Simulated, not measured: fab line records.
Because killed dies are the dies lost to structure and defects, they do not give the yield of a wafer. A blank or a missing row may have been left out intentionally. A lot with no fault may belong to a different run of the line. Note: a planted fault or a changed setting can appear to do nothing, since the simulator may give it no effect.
Which tool did it? | flow sky130 | 6 lots, 18 wafers sampled, at 1 step of a route of 708

== WHAT EACH GAUGE READ, for each wafer ==
SKY_FIELD_ISO_BOW_MEAS_00.
lot  | measured    | on            | INCOMING_BOW (um)
L324 | day 1 20:01 | film_metro-02 | -6 -19 -4
L327 | day 2 11:02 | film_metro-01 | -3 -14 -7
L331 | day 3 07:00 | film_metro-03 | -3 -2 6
L335 | day 4 03:00 | film_metro-02 | -4 1 6
L340 | day 5 04:00 | film_metro-01 | -1 7 0
L345 | day 6 05:01 | film_metro-01 | -7 -7 -7

== WHAT TOOL EACH LOT RAN ON (gives the tool, then ch and the chambers of the sampled wafers, and finally the start) ==
There is no process step in the record ahead of these readings.

== THE ANSWER, worked out from the rows above alone ==
Rule: the lots themselves supply what counts as usual. Put in order of their means at a reading, lots are off if they are a third of the lots or fewer, leave a main group of 4 or more, and stand apart from it by a gap of 3 or more times the standard deviation of the main group's means; of several such gaps the widest counts. A main group whose means are all the same, to the digits that the tables above print for the reading, isn't used. A lot without any number at a reading at which 4 lots or more have one is off too. The other lots that the step has rows for count as sound.
Across all readings shown, no lot is off: no conclusion can be drawn from this.

== WHAT THE SIMULATOR HAD INSERTED ==
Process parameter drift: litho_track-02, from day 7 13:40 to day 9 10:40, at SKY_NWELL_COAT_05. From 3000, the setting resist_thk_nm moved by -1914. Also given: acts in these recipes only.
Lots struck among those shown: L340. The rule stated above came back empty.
